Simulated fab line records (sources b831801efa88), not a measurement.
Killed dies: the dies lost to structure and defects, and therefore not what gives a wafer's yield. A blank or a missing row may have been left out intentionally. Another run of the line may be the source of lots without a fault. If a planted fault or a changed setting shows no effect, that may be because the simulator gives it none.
A struck lot beside a sound one | flow sky130 | 20 out of 708 route steps
Sound: wafers L838.1, L838.2, L838.3. Wafers L846.1, L846.4, L846.6 were the ones struck. The cause is named last.
Each step with rows lists, per side, the tool, then ch with its chambers, then its first start. Under that, the readings that differ: sound wafers | struck wafers | difference of the means | sigmas: that difference in standard deviations of wafers without a fault.
alike: words and numbers the same on both sides, and readings whose means are apart by under 2 such deviations; not compared: readings that were withheld, readings missing a value for some wafer, numbers with overlapping values and no deviation given by the record, and bounds like >300 which may hide the same value.
The two part at a step that has a row with sigmas, a row that says differs or no value, or rows on one side only. Numbers that don't overlap but have no deviation are shown without sigmas and don't part them. A reading missing from all wafers of one side parts the sides only when that side holds two or more wafers.

SKY_FIELD_ISO_BOW_MEAS_00:
  struck on film-metro-01, day 4 18:00; sound on film-metro-01, day 3 02:00
  alike: INCOMING_BOW
then, 1 step without rows for these wafers: SKY_FIELD_ISO_OXIDATION_01 (stabilise 600 s, purge 300 s, target thk 12 nm).
SKY_FIELD_ISO_THK_MEAS_02:
  struck on film-metro-03, day 4 19:38; sound on film-metro-01, day 3 03:38
  alike: FIELD_ISO_OXIDATION_00_THK
then, 1 step without rows for these wafers: SKY_FIELD_ISO_CVD_03 (deposits Si3N4 from DCS/NH3, target thk 165 nm, time 2830 s).
SKY_FIELD_ISO_THK_MEAS_04:
  struck on film-metro-04, day 4 22:40; sound on film-metro-03, day 3 06:56
  reading                   | sound             | struck            | difference | sigmas
  FIELD_ISO_CVD_03_THK (nm) | 161.8 161.0 161.5 | 164.5 163.9 166.6 | +3.6       | +2
then, 5 steps without rows for these wafers: SKY_FIELD_ISO_DEHYDRATE_05 (time 60 s); SKY_FIELD_ISO_HMDS_06 (prime time 60 s); SKY_FIELD_ISO_COAT_07 (resist thk 60 nm); SKY_FIELD_ISO_COAT_08 (resist thk 450 nm); SKY_FIELD_ISO_SOFTBAKE_09 (time 90 s).
SKY_FIELD_ISO_EXPOSE_10: exposes mask FOM, target cd 150 nm.
  sound on krf-scanner-02 ch 0, day 3 15:10; struck on krf-scanner-01 ch 0, day 5 07:23
  reading              | sound                | struck               | difference | sigmas
  exposure-dose-mJ-cm2 | 27.933 27.998 27.984 | 28.962 28.943 28.980 | +0.990     | +35
  alike: mask, reticle-temp-C
then, 2 steps without rows for these wafers: SKY_FIELD_ISO_PEB_11; SKY_FIELD_ISO_DEVELOP_12 (develop time 60 s).
SKY_FIELD_ISO_CD_MEAS_13 targets a cd of 150 nm.
  struck on cd-sem-01, day 5 16:17; sound on cd-sem-02, day 3 23:23
  alike: cd-nm
SKY_FIELD_ISO_ETCH_14: etches BARC in N2/H2, stops on SiO2, time 45.9 s, target depth 60 nm.
  sound on rie-diel-03 ch 1,2,3, day 3 23:30; struck on rie-diel-03 ch 0,3, day 5 16:24
  reading                    | sound             | struck            | difference | sigmas
  model.FIELD_ISO.cd-nm (nm) | 148.3 149.4 149.2 | 145.1 144.8 145.5 | -3.8       |
  alike: drypump-motor-current-A, oes-product-au, throttle-valve-pct
  not compared: rf-hours-counter-h
SKY_FIELD_ISO_ETCH_15: etches the open film in CHF3/O2, stops on Si, target depth 180 nm, time 72 s.
  sound on rie-diel-03 ch 1,2,3, day 3 23:32; struck on rie-diel-03 ch 0,3, day 5 16:26
  reading               | sound             | struck            | difference | sigmas
  oes-product-au (a.u.) | 0.934 0.930 0.932 | 0.950 0.939 0.954 | +0.016     | +2
  alike: chf3-flow-sccm, drypump-motor-current-A, throttle-valve-pct
  not compared: rf-hours-counter-h
SKY_FIELD_ISO_STRIP_16: strips in O2/N2.
  sound on plasma-asher-03 ch 0,1, day 3 23:36; struck on plasma-asher-03 ch 0,1, day 5 16:30
  alike: drypump-motor-current-A, oes-product-au, strip-time-to-endpoint-s
  not compared: rf-hours-counter-h
SKY_FIELD_ISO_ETCH_17: etches Si in HBr/Cl2/O2, target depth 342 nm, time 97.7 s.
  sound on rie-si-02 ch 0,2,3, day 3 23:42; struck on rie-si-02 ch 1,3, day 5 16:36
  reading                    | sound             | struck          | difference | sigmas
  model.FIELD_ISO.cd-nm (nm) | 147.4 149.4 150.3 | 144 144.5 143.5 | -5         |
  alike: drypump-motor-current-A, oes-product-au, throttle-valve-pct
  not compared: rf-hours-counter-h
then, 1 step without rows for these wafers: SKY_FIELD_ISO_WET_ETCH_18 (etches Si3N4 in H3PO4, target depth 25 nm, time 286 s).
-- the record jumps here: 44 days lie between the struck wafers' starts before and after (it left off in module FIELD_ISO and takes up again in module PAD_OPEN, whose first step shown is number 708 of the route) --
SKY_PAD_OPEN_PROBE_99:
  struck on prober-02, day 50 01:41; sound on prober-01, day 47 20:16
  reading                                 | sound             | struck            | difference | sigmas
  model.etest.res-ndiff.line-ohm-um       | 789.8 770.2 771   | 792.4 795.2 800.1 | +18.9      |
  model.etest.sram-nfet-pass.drive-ua-um  | 486.9 486.3 511.2 | 470.8 460.7 439.1 | -37.9      |
  model.etest.sram-pfet-latch.drive-ua-um | 142.7 146.9 150.4 | 140.9 132.5 133.7 | -11.0      |
  model.etest.res-pdiff.width-nm (nm)     | 141.7 143.6 143.6 | 138.4 138.5 137.9 | -4.7       |
  model.etest.res-ndiff.width-nm (nm)     | 154.2 156 157.3   | 151.6 151.5 150.3 | -4.7       |
  alike: killed_at_M0_to_M3, killed_at_M4_up, killed-at-contacts, killed-at-front-end, killed-at-other, killed-dies, killed-open, killed-short
  not compared: model.etest.pfet-g5v0d10v5.r-on-ohm-um, model.etest.res-pdiff.line-ohm-um

== WHERE THEY PART ==
Last at SKY_FIELD_ISO_ETCH_15 as far as this record goes, first at SKY_FIELD_ISO_THK_MEAS_04. Later steps at which nothing parts them and some readings are alike: SKY_FIELD_ISO_STRIP_16, SKY_FIELD_ISO_ETCH_17, SKY_PAD_OPEN_PROBE_99.

WHY: what had been put in by the simulator
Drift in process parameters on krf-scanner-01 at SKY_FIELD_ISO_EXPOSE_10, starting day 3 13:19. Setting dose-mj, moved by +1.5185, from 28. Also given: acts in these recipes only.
